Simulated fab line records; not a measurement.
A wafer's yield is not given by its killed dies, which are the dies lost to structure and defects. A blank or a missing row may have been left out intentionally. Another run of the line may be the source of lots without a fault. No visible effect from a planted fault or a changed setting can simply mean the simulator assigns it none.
Problem report, 8D (eight disciplines) form, completed by code | flow sky130 | the parts of the form that need people (team, actions taken, sign-off) are left out

1. THE PROBLEM
At SKY_LOCAL_INTERCONNECT_ETCH_13, bias-w averages 87.62 W over 2 wafers from 2 lots, while fault-free wafers read 99.97 W, standard deviation 0.28. Relative to the usual mean, that is a shift of -44 standard deviations.
The step: etches BARC in N2/H2, stops on SiO2, time 45.9 s, target depth 60 nm.
First observed at day 31 09:10: wafer L774.1, on rie-metal-04. The record holds 39 wafers of 13 lots with a number at this step. Rule for "out", or "out of limits": more than 4 standard deviations from the usual mean. The rest of the wafers with a number are treated as sound.

2. WHAT IT IS AND WHAT IT IS NOT
question                    | is                | is not
which readings at this step | bias-w            | drypump-motor-current-A, throttle-valve-pct
which lots                  | L774, L778        | L772, L773, L776, L785, L786, L787, L790, L791, L792, L793, L794
which wafers of those lots  | L774.1, L778.3    | L774.4, L774.5, L778.4, L778.6
read on which tools         | rie-metal-04      | rie-metal-01, rie-metal-03
when                        | from day 31 09:10 | up to then (8 sound wafers); but 29 sound wafers of L776, L778, L785, L786, L787, L790, L791, L792, L793, L794 came after

3. THE SUSPECTS, EACH WITH WHAT RULES IT OUT
Counting: any tool at a process step up to the reading remains a suspect provided it ran every lot that is out. Sound lots after the first of them don't rule it out here, since some wafers of a struck lot are sound.
- rie-metal-04 at SKY_LOCAL_INTERCONNECT_ETCH_13 (etches BARC in N2/H2, stops on SiO2, time 45.9 s, target depth 60 nm): kept. Every lot that is out went through it, the first being L774 (day 31 09:10); the last sound lot it ran before that was L773 (day 31 04:16). On those wafers its own readings are out: bias-w.
- The sound lot-mates ran in chamber 1 of rie-metal-04 at SKY_LOCAL_INTERCONNECT_ETCH_13, but the wafers that are out ran in chamber 0.
Remaining after the count: rie-metal-04 at SKY_LOCAL_INTERCONNECT_ETCH_13.

4. THE CAUSE (what the simulator had put in)
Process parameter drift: rie-metal-04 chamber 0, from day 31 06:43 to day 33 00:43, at SKY_LOCAL_INTERCONNECT_ETCH_13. From 100, the setting bias-w moved by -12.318. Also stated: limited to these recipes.
This tool alone remained once counting was done.

5. THE CHAIN OF EFFECTS, in route order
One row per reading whose mean, taken over the struck wafers that have a number, lies over 3 standard deviations from the usual. Only readings for which the record gives a usual standard deviation are gone through. hours: the time from each lot's start at the first step in this table that gives one to its start at this step, as a median over the lots. sigmas: the change in usual standard deviations.
hours | step                           | reading | usual   | on struck wafers | change | sigmas
0     | SKY_LOCAL_INTERCONNECT_ETCH_13 | bias-w  | 99.97 W | 87.62            | -12.34 | -44
Its process steps:
- SKY_LOCAL_INTERCONNECT_ETCH_13: etches BARC in N2/H2, stops on SiO2, time 45.9 s, target depth 60 nm.
At these later measuring or inspecting steps, every struck wafer for which the step has a row has a number for every such reading, and none has moved that far: SKY_CONTACT_THK_MEAS_01.

6. HOW IT WOULD HAVE BEEN CAUGHT EARLIER
2 hours passed between the start of the fault at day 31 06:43 and the first reading out of limits in this record, taken at day 31 09:10.
